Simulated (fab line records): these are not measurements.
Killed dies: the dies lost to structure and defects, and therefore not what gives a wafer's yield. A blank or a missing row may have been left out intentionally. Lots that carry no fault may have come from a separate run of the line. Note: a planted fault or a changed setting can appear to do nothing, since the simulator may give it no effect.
Which tool was responsible? :: flow gf180mcu :: 42 wafers from 14 lots sampled at 2 of the route's 602 steps

## WHAT THE GAUGES SHOWED, per wafer
GF_V2_OVL_MEAS_15. Usual: for V2_OVL the level is -1 nm and the standard deviation is 4.9.
lot: L341
measured: day 22 10:37
on: overlay-02
V2_OVL (nm): 0 1 -1
flag: 

lot: L342
measured: day 22 23:16
on: overlay-02
V2_OVL (nm): -3 -6 -1
flag: 

lot: L343
measured: day 23 03:19
on: overlay-02
V2_OVL (nm): 11 5 11
flag: 

lot: L344
measured: day 23 15:56
on: overlay-01
V2_OVL (nm): 2 -1 1
flag: 

lot: L345
measured: day 24 03:11
on: overlay-01
V2_OVL (nm): -6 -1 3
flag: 

lot: L347
measured: day 24 16:13
on: overlay-01
V2_OVL (nm): -9 -1 -6
flag: 

lot: L349
measured: day 25 06:55
on: overlay-02
V2_OVL (nm): 9 5 6
flag: 

lot: L351
measured: day 25 19:05
on: overlay-01
V2_OVL (nm): 2 1 4
flag: 

lot: L352
measured: day 26 00:56
on: overlay-02
V2_OVL (nm): - - -
flag: OFF

lot: L353
measured: day 26 13:02
on: overlay-02
V2_OVL (nm): - - -
flag: OFF

lot: L357
measured: day 27 14:53
on: overlay-02
V2_OVL (nm): 0 0 -6
flag: 

lot: L362
measured: day 28 21:19
on: overlay-01
V2_OVL (nm): 4 -1 2
flag: 

lot: L363
measured: day 29 04:53
on: overlay-02
V2_OVL (nm): 4 -1 -6
flag: 

lot: L364
measured: day 29 05:50
on: overlay-02
V2_OVL (nm): -3 9 9
flag: 

## EACH LOT AND THE TOOL THAT RAN IT (in order: tool; ch and the chambers of the sampled wafers; start)
lot: L341
GF_V2_PEB_12: litho_track-02 ch 0, day 22 10:09

lot: L342
GF_V2_PEB_12: litho_track-01 ch 0, day 22 22:48

lot: L343
GF_V2_PEB_12: litho_track-01 ch 0, day 23 02:51

lot: L344
GF_V2_PEB_12: litho_track-04 ch 0, day 23 15:30

lot: L345
GF_V2_PEB_12: litho_track-02 ch 0, day 24 02:44

lot: L347
GF_V2_PEB_12: litho_track-02 ch 0, day 24 15:45

lot: L349
GF_V2_PEB_12: litho_track-01 ch 0, day 25 06:27

lot: L351
GF_V2_PEB_12: litho_track-04 ch 0, day 25 18:37

lot: L352
GF_V2_PEB_12: litho_track-02, day 26 00:31

lot: L353
GF_V2_PEB_12: litho_track-02, day 26 12:35

lot: L357
GF_V2_PEB_12: litho_track-01 ch 0, day 27 14:26

lot: L362
GF_V2_PEB_12: litho_track-02 ch 0, day 28 20:53

lot: L363
GF_V2_PEB_12: litho_track-01 ch 0, day 29 04:30

lot: L364
GF_V2_PEB_12: litho_track-01 ch 0, day 29 05:25
- GF_V2_PEB_12: peb time 90 s.

## AS READ BY THE TOOLS THEMSELVES (means over the sampled wafers that have a number; for cases with no such wafer, the mark the record gives instead)
GF_V2_PEB_12. Usual: chill_plate_temp_C 23.00 C, standard deviation 0.11; exhaust_pa 45.1 Pa, standard deviation 0.99.
lot: L341
tool: litho_track-02
chill_plate_temp_C (C): 22.98
exhaust_pa (Pa): 46.4
flag: 

lot: L342
tool: litho_track-01
chill_plate_temp_C (C): 23.21
exhaust_pa (Pa): 45.4
flag: 

lot: L343
tool: litho_track-01
chill_plate_temp_C (C): 23.15
exhaust_pa (Pa): 45.5
flag: 

lot: L344
tool: litho_track-04
chill_plate_temp_C (C): 23.00
exhaust_pa (Pa): 45.2
flag: 

lot: L345
tool: litho_track-02
chill_plate_temp_C (C): 22.98
exhaust_pa (Pa): 44.9
flag: 

lot: L347
tool: litho_track-02
chill_plate_temp_C (C): 22.96
exhaust_pa (Pa): 46.0
flag: 

lot: L349
tool: litho_track-01
chill_plate_temp_C (C): 22.99
exhaust_pa (Pa): 45.8
flag: 

lot: L351
tool: litho_track-04
chill_plate_temp_C (C): 22.99
exhaust_pa (Pa): 44.6
flag: 

lot: L352
tool: litho_track-02
chill_plate_temp_C (C): -
exhaust_pa (Pa): -
flag: OFF

lot: L353
tool: litho_track-02
chill_plate_temp_C (C): -
exhaust_pa (Pa): -
flag: OFF

lot: L357
tool: litho_track-01
chill_plate_temp_C (C): 22.88
exhaust_pa (Pa): 45.5
flag: 

lot: L362
tool: litho_track-02
chill_plate_temp_C (C): 22.95
exhaust_pa (Pa): 45.3
flag: 

lot: L363
tool: litho_track-01
chill_plate_temp_C (C): 23.03
exhaust_pa (Pa): 44.4
flag: 

lot: L364
tool: litho_track-01
chill_plate_temp_C (C): 23.02
exhaust_pa (Pa): 43.4
flag: 

## THE ANSWER, worked out from the rows above alone
Rule: take the mean of a lot's wafers that have a number; if it is more than 3 standard deviations from the usual mean, the lot is off. Also off: a lot with no number at a reading for which 4 or more lots have one. The other lots that the step has rows for count as sound. Order of review: gauges by route order, followed by the tools' own readings, for which a lot's mean as printed above is used. The first step at which some lot is off is used, and at that step the reading that is off furthest; a lot without a number counts as furthest.
Off: L352, L353, at GF_V2_OVL_MEAS_15 (V2_OVL). Without a number there: L352, L353.
If a tool, at a process step before that reading, ran all the lots that are off and no sound lot after the first of them, it fits. Not tried: the gauges at GF_V2_OVL_MEAS_15; whatever is off there is also off at GF_V2_PEB_12, on other tools, and gauge error can't account for it. No candidate that was tried fits.

## WHAT THE SIMULATOR HAD PUT IN
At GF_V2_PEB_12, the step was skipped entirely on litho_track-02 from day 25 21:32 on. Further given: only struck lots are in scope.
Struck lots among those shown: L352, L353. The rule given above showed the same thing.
